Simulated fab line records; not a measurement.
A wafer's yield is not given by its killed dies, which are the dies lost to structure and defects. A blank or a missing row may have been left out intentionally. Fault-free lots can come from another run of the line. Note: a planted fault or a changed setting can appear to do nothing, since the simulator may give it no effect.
fab line records + flow sky130 + part 2 of 2: steps 43 to 43 of 43
record:
- lots: 6
- wafers: 18
- last-day: 50
route steps=708 shown VIA3@581 METAL4@598 CAP2M@603 PAD_OPEN@708
lots that met no fault: taken from a fault-free run of the same line
start-h: hours from the record's opening day to when the first of the lot's shown wafers began + wait-h: how many hours have passed since the lot's step before this one + " repeats the value in the row above + L1.1+2: a row that stands for several wafers + - either no value or no given start + * or withheld: withheld + < > ~ a bound
route shown NAME@n: a module of which the file shows steps, and the number in the route of the first + usual: mean/standard deviation of fault-free wafers + same: alike in all rows + chamber/n: place in a boat + sites: each site's reading + _std_site: the standard deviation of these + _edge_site: the outer-site mean with the inner-site mean subtracted + radius-mm: how far each site lies from the wafer's centre + mask NAME#n: copy n + behind: the most recent tool/chamber to have shaped the wafer + hold: what put the lot on hold/how long, in hours/how the hold closed + device: the n, p or np transistor that did not switch + end of line: tests of these same wafers at the route's end + for a step that has no rows: nothing shown but its recipe + killed: dies that structure and defects cost at the first sort, which is not the same as the wafer's yield + map: dies across one wafer; x = killed, . = not, _ = none there
set.NAME: the setting as run; set.NAME@STEP: as run at that earlier step + model.NAME: the simulator's own value behind a step, which no gauge read
lots seen at some steps along the route; tables by step, rows by wafer
services: the hour from which a tool's chamber was out of use, counted from the record's first day as start-h (under 0 if before that day), plus the number of hours and why
== steps ==
step: SKY_PAD_OPEN_PROBE_99
usual:
- defect-limited-yield: 82.3/2
- killed_at_M0_to_M3: 45/7.5
- killed_at_M4_up: 3.2/1.8
- killed-at-contacts: 24/4.9
- killed-at-front-end: 15/4.4
- killed-at-other: 0.3/0.54
- killed-dies: 87/9.8
- killed-open: 47/6.4
- killed-short: 40/6.5
- sort_bin_3_pad_short: 0.9/0.44
- sort_bin_5_function: 10.5/1.5
- sort_bin_6_memory: 6.3/1.2
- sort-n-pass: 405/9.8
- sort-yield-pct: 82.3/2
same:
- gross-dies: 492
- killed-at-back-side: 0
- sort_bin_4_leakage[%]: 0
- sort_bin_8_speed[%]: 0
| lot.wafer | tool      | chamber | start-h | wait-h | defect-limited-yield[%] | killed_at_M0_to_M3 | killed_at_M4_up | killed-at-contacts | killed-at-front-end | killed-at-other | killed-dies | killed-open | killed-short | sort_bin_3_pad_short[%] | sort_bin_5_function[%] | sort_bin_6_memory[%] | sort-n-pass | sort-yield-pct[%] | model.etest.tester.sort-n-pass | model.etest.tester.sort-yield-pct | model.etest.tester.sort_bin_5_pct | model.etest.tester.sort_bin_3_pct |
|-----------|-----------|---------|---------|--------|-------------------------|--------------------|-----------------|--------------------|---------------------|-----------------|-------------|-------------|--------------|-------------------------|------------------------|----------------------|-------------|-------------------|--------------------------------|-----------------------------------|-----------------------------------|-----------------------------------|
| L646.2    | prober-01 | -       | 1083.16 | 0.1    | 84.1                    | 34                 | 0               | 25                 | 19                  | 0               | 78          | 35          | 43           | 1.6                     | 8.9                    | 5.3                  | 414         | 84.1              | 414                            | 84.15                             | 8.943                             | 1.626                             |
| L646.3    | prober-01 | -       | 1083.21 | 0.2    | 83.3                    | 43                 | 5               | 23                 | 11                  | 0               | 82          | 45          | 37           | 1.2                     | 9.6                    | 5.9                  | 410         | 83.3              | 410                            | 83.33                             | 9.553                             | 1.22                              |
| L646.5    | prober-01 | -       | 1083.31 | 0.2    | 81.7                    | 47                 | 3               | 20                 | 20                  | 0               | 90          | 52          | 38           | 1.4                     | 11.0                   | 5.9                  | 402         | 81.7              | 402                            | 81.71                             | 10.98                             | 1.423                             |
| L649.2    | prober-01 | -       | 1108.36 | 0.1    | 85.6                    | 36                 | 4               | 20                 | 11                  | 0               | 71          | 43          | 28           | 0.2                     | 9.6                    | 4.7                  | 421         | 85.6              | 421                            | 85.57                             | 9.553                             | 0.2033                            |
| L649.3    | prober-01 | -       | 1108.41 | 0.2    | 81.1                    | 45                 | 4               | 29                 | 13                  | 2               | 93          | 52          | 41           | 1.6                     | 10.2                   | 7.1                  | 399         | 81.1              | 399                            | 81.1                              | 10.16                             | 1.626                             |
| L649.6    | prober-01 | -       | 1108.56 | 0.2    | 83.3                    | 45                 | 5               | 21                 | 11                  | 0               | 82          | 43          | 39           | 0.6                     | 11.0                   | 5.1                  | 410         | 83.3              | 410                            | 83.33                             | 10.98                             | 0.6098                            |
| L655.2    | prober-01 | -       | 1143.07 | 0.1    | 69.7                    | 96                 | 4               | 30                 | 19                  | 0               | 149         | 53          | 50           | 3.9                     | 18.3                   | 8.1                  | 343         | 69.7              | 343                            | 69.72                             | 18.29                             | 3.862                             |
| L655.3    | prober-01 | -       | 1143.12 | 0.2    | 77.6                    | 73                 | 1               | 18                 | 18                  | 0               | 110         | 42          | 35           | 1.4                     | 16.9                   | 4.1                  | 382         | 77.6              | 382                            | 77.64                             | 16.87                             | 1.423                             |
| L655.5    | prober-01 | -       | 1143.22 | 0.2    | 76.2                    | 79                 | 3               | 23                 | 12                  | 0               | 117         | 43          | 29           | 2.0                     | 15.0                   | 6.7                  | 375         | 76.2              | 375                            | 76.22                             | 15.04                             | 2.033                             |
| L658.1    | prober-02 | -       | 1153.64 | 0.1    | 72.6                    | 101                | 7               | 14                 | 13                  | 0               | 135         | 45          | 43           | 2.8                     | 16.7                   | 7.9                  | 357         | 72.6              | 357                            | 72.56                             | 16.67                             | 2.846                             |
| L658.3    | prober-02 | -       | 1153.74 | 0.2    | 75.2                    | 81                 | 2               | 16                 | 23                  | 0               | 122         | 51          | 50           | 3.3                     | 13.8                   | 7.7                  | 370         | 75.2              | 370                            | 75.2                              | 13.82                             | 3.252                             |
| L658.5    | prober-02 | -       | 1153.84 | 0.2    | 78.3                    | 71                 | 2               | 21                 | 13                  | 0               | 107         | 58          | 32           | 2.0                     | 12.6                   | 7.1                  | 385         | 78.3              | 385                            | 78.25                             | 12.6                              | 2.033                             |
| L663.1    | prober-01 | -       | 1186.05 | 0.1    | 81.5                    | 48                 | 4               | 26                 | 13                  | 0               | 91          | 53          | 36           | 0.6                     | 11.4                   | 6.5                  | 401         | 81.5              | 401                            | 81.5                              | 11.38                             | 0.6098                            |
| L663.2    | prober-01 | -       | 1186.10 | 0.1    | 81.1                    | 42                 | 5               | 26                 | 20                  | 0               | 93          | 51          | 40           | 1.2                     | 11.0                   | 6.7                  | 399         | 81.1              | 399                            | 81.1                              | 10.98                             | 1.22                              |
| L663.4    | prober-01 | -       | 1186.20 | 0.2    | 81.7                    | 54                 | 1               | 22                 | 12                  | 1               | 90          | 49          | 41           | 0.8                     | 12.8                   | 4.7                  | 402         | 81.7              | 402                            | 81.71                             | 12.8                              | 0.813                             |
| L668.3    | prober-01 | -       | 1203.06 | 0.2    | 86.0                    | 38                 | 1               | 20                 | 10                  | 0               | 69          | 37          | 30           | 0.6                     | 9.3                    | 4.1                  | 423         | 86.0              | 423                            | 85.98                             | 9.35                              | 0.6098                            |
| L668.5    | prober-01 | -       | 1203.16 | 0.2    | 80.7                    | 45                 | 2               | 31                 | 17                  | 0               | 95          | 49          | 46           | 1.6                     | 11.2                   | 6.5                  | 397         | 80.7              | 397                            | 80.69                             | 11.18                             | 1.626                             |
| L668.6    | prober-01 | -       | 1203.21 | 0.2    | 83.7                    | 38                 | 1               | 31                 | 10                  | 0               | 80          | 46          | 34           | 0.2                     | 11.8                   | 4.3                  | 412         | 83.7              | 412                            | 83.74                             | 11.79                             | 0.2033                            |
killed by level:class
L646.2 CONTACT:geometric-particle:short=8 CONTACT:geometric-particle:open=8 VIA1:geometric-particle:open=7 FIELD_ISO:geometric-particle:open=6 METAL1:geometric-particle:short=6 METAL2:geometric-particle:short=5 VIA2:geometric-particle:open=5 FIELD_ISO:geometric-particle:short=4
L646.3 VIA1:geometric-particle:open=14 CONTACT:geometric-particle:open=12 VIA1:geometric-particle:short=8 METAL2:geometric-particle:short=6 LI_CONTACT:geometric-particle:open=5 FIELD_ISO:geometric-particle:short=4 VIA2:geometric-particle:open=4 VIA3:geometric-particle:open=4
L646.5 VIA2:geometric-particle:open=10 VIA3:geometric-particle:open=9 VIA1:geometric-particle:open=8 FIELD_ISO:geometric-particle:short=7 CONTACT:geometric-particle:open=7 FIELD_ISO:geometric-particle:open=5 VIA1:geometric-particle:short=5 LI_CONTACT:geometric-particle:short=4
L649.2 CONTACT:geometric-particle:open=8 VIA1:geometric-particle:open=8 VIA3:geometric-particle:open=6 LI_CONTACT:geometric-particle:short=5 VIA2:geometric-particle:open=5 VIA1:geometric-particle:short=5 LI_CONTACT:geometric-particle:open=4 FIELD_ISO:geometric-particle:open=3
L649.3 VIA1:geometric-particle:open=11 LI_CONTACT:geometric-particle:open=9 CONTACT:geometric-particle:open=9 VIA3:geometric-particle:open=8 VIA2:geometric-particle:open=7 METAL1:geometric-particle:short=6 LOCAL_INTERCONNECT:geometric-particle:short=5 VIA1:geometric-particle:short=5
L649.6 VIA2:geometric-particle:open=9 VIA1:geometric-particle:open=8 METAL2:geometric-particle:short=8 CONTACT:geometric-particle:open=7 METAL1:geometric-particle:short=7 VIA3:geometric-particle:open=7 LOCAL_INTERCONNECT:geometric-particle:short=6 FIELD_ISO:geometric-particle:short=5
L655.2 VIA3:unspecified=46 CONTACT:geometric-particle:open=11 VIA2:geometric-particle:open=8 VIA1:geometric-particle:open=8 VIA1:geometric-particle:short=8 VIA3:geometric-particle:open=8 FIELD_ISO:geometric-particle:short=7 LI_CONTACT:geometric-particle:open=7
L655.3 VIA3:unspecified=33 VIA1:geometric-particle:open=11 VIA3:geometric-particle:short=7 CONTACT:geometric-particle:open=6 VIA3:geometric-particle:open=5 FIELD_ISO:geometric-particle:short=4 FIELD_ISO:geometric-particle:open=4 POLY_GATE:geometric-particle:open=4
L655.5 VIA3:unspecified=45 CONTACT:geometric-particle:open=11 VIA2:geometric-particle:open=7 LI_CONTACT:geometric-particle:open=5 VIA1:geometric-particle:open=5 VIA1:geometric-particle:short=4 VIA3:geometric-particle:open=4 LI_CONTACT:geometric-particle:short=3
L658.1 VIA3:unspecified=47 VIA1:geometric-particle:open=19 METAL1:geometric-particle:short=6 FIELD_ISO:geometric-particle:short=5 LI_CONTACT:geometric-particle:open=5 VIA2:geometric-particle:short=5 VIA3:geometric-particle:open=5 VIA1:geometric-particle:short=4
L658.3 VIA3:unspecified=21 VIA1:geometric-particle:open=11 VIA3:geometric-particle:open=10 METAL1:geometric-particle:short=8 CONTACT:geometric-particle:open=8 SPACER:geometric-particle:short=7 VIA2:geometric-particle:open=7 VIA3:geometric-particle:short=5
L658.5 VIA1:geometric-particle:open=18 VIA3:unspecified=17 CONTACT:geometric-particle:open=9 LI_CONTACT:geometric-particle:open=8 VIA2:geometric-particle:short=6 METAL1:geometric-particle:short=5 VIA3:geometric-particle:open=5 POLY_GATE:geometric-particle:short=4
L663.1 CONTACT:geometric-particle:open=11 VIA1:geometric-particle:open=11 VIA2:geometric-particle:open=9 METAL2:geometric-particle:short=6 LI_CONTACT:geometric-particle:open=5 VIA3:geometric-particle:open=5 POLY_GATE:geometric-particle:short=4 LOCAL_INTERCONNECT:geometric-particle:short=4
L663.2 LOCAL_INTERCONNECT:geometric-particle:short=10 FIELD_ISO:geometric-particle:open=7 VIA3:geometric-particle:open=7 VIA1:geometric-particle:open=6 VIA2:geometric-particle:open=5 POLY_GATE:geometric-particle:open=4 LI_CONTACT:geometric-particle:open=4 CONTACT:geometric-particle:open=4
L663.4 VIA1:geometric-particle:open=14 VIA3:geometric-particle:open=9 LI_CONTACT:geometric-particle:open=6 CONTACT:geometric-particle:open=6 VIA1:geometric-particle:short=6 METAL2:geometric-particle:short=6 FIELD_ISO:geometric-particle:open=5 CONTACT:geometric-particle:short=5
L668.3 VIA1:geometric-particle:open=13 CONTACT:geometric-particle:open=8 VIA2:geometric-particle:open=7 LOCAL_INTERCONNECT:geometric-particle:short=5 FIELD_ISO:geometric-particle:open=4 VIA2:geometric-particle:short=4 CONTACT:geometric-particle:short=4 VIA3:geometric-particle:short=4
L668.5 CONTACT:geometric-particle:open=12 VIA1:geometric-particle:open=11 FIELD_ISO:geometric-particle:open=7 VIA2:geometric-particle:open=6 LI_CONTACT:geometric-particle:short=5 LI_CONTACT:geometric-particle:open=5 LOCAL_INTERCONNECT:geometric-particle:short=5 VIA2:geometric-particle:short=5
L668.6 CONTACT:geometric-particle:open=13 VIA1:geometric-particle:open=9 METAL1:geometric-particle:short=8 VIA2:geometric-particle:open=8 LI_CONTACT:geometric-particle:open=7 LOCAL_INTERCONNECT:geometric-particle:short=4 LI_CONTACT:geometric-particle:short=3 METAL3:geometric-particle:short=3
map L655.2 (x killed, . not)
__________...x.....x_________
________.......x..x.xx_______
______....x.......x....x_____
_____.x...x..x...........____
____...x..x...x...........___
___..x.x......x..x.....x.x.__
__.....x..x.x.x..xx...x....._
_......x.x.xx..x....xxx....x.
_.xx......x...x..x..xxx...x..
_..x..x..........xxxxxxxxx...
_......x.xxx..x..xxxxxxxx.x..
_x......x...x....xxxxxxxxx.x.
_x.........x...x.xxxxxxxxxx.x
_..............xx.x.xxxxxx.x.
_..x.......x.xx.....x.x.x...x
__.x....x........x....xx...._
___..xx....x.....xx...x....__
____xx........x..x...x.xx.___
_____....xx.x.x..x....x..____
______...x....x....xx..._____
________..x.....xx..x._______
__________.x........_________
map L658.1 (x killed, . not)
__________....x...x._________
________.......x......_______
______........x........x_____
_____...........xxxxx....____
____....x...x.............___
___..x...x.x...x..x..x.....__
__..x..xx..x..........x....._
_xx..x.........x....x........
_.x......x........xxxx.xxx...
_.......xx........xxxxxxxx...
_x..x....xx......xxxxxx.x..x.
_.......x....x..xxxxxxxxxx...
_.........x..x.x.xxxxxxx.xxx.
_...xx..x.....x..x.xxxxxx..x.
_.x...x..............xx....xx
__...x........x...xx..x..x.._
___......x.....x....x.x.x.x__
____.......x....x.....x.x.___
_____..xxx.x......xx..x..____
______x....x.......xx.x._____
________......x......._______
__________.x..xxx..._________
== services ==
| tool           | chamber | start-h | hours | kind   |
|----------------|---------|---------|-------|--------|
| pecvd-04       | -       | 911.74  | 2.8   | pm     |
| cmp-02         | -       | 912.26  | 4.0   | pm     |
| cmp-01         | -       | 926.40  | 1.8   | repair |
| pvd-sputter-04 | -       | 935.92  | 1.0   | repair |
| pvd-sputter-02 | -       | 949.78  | 5.9   | repair |
| cmp-01         | -       | 951.83  | 0.8   | repair |
| pecvd-01       | 2       | 953.45  | 14.2  | repair |
| rie-diel-02    | 3       | 957.85  | 8.0   | repair |
| cmp-01         | -       | 958.23  | 2.0   | repair |
| pvd-sputter-03 | -       | 961.68  | 3.2   | repair |
| rie-diel-02    | -       | 976.95  | 2.6   | repair |
| cmp-01         | -       | 984.10  | 5.1   | pm     |
| rie-diel-04    | 0       | 984.32  | 9.4   | repair |
| rie-diel-02    | 2       | 990.90  | 2.8   | repair |
| pvd-sputter-03 | -       | 996.32  | 3.9   | repair |
| pecvd-02       | 2       | 1003.34 | 6.2   | repair |
| rie-diel-02    | -       | 1004.23 | 1.1   | repair |
| pecvd-02       | -       | 1004.72 | 1.4   | repair |
| rie-diel-04    | 3       | 1008.17 | 2.9   | repair |
| pvd-sputter-03 | -       | 1021.40 | 2.0   | repair |
| rie-diel-04    | 1       | 1028.47 | 16.6  | repair |
| pvd-sputter-01 | -       | 1031.02 | 10.1  | repair |
| rie-diel-04    | 0       | 1036.58 | 1.6   | repair |
| pvd-sputter-04 | -       | 1070.35 | 13.2  | repair |
== key ==
first-sign:
- step: SKY_PAD_OPEN_PROBE_99
- reading: killed_at_M0_to_M3
- direction: up
- sigmas: 5.2
- usual: 45
- struck: 84
effect:
- step: SKY_PAD_OPEN_PROBE_99
- reading: sort_bin_3_pad_short
- direction: up
- sigmas: 3.8
- usual: 0.9
- struck: 2.6
- wafers-moved: 5
model-effect:
- step: SKY_PAD_OPEN_PROBE_99
- value: etest.tester.sort-n-pass
- without: 397.8
- struck: 368.7
met-at SKY_VIA3_SPUTTER_20
struck-wafers L655.2,L655.3,L655.5,L658.1,L658.3,L658.5
onset-between 966.46 1009.06
also-fits SKY_VIA3_CMP_24:cmp-02,SKY_METAL4_SPUTTER_00:pvd-sputter-02,SKY_METAL4_SPUTTER_04:pvd-sputter-02
fault:
- kind: chamber-particle-source
- tool: pvd-sputter-01
- chamber: -
- onset-h: 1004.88
- steps: SKY_VIA3_SPUTTER_20
- rate-per-visit-cm2: 0.49072
- end-h: 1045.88
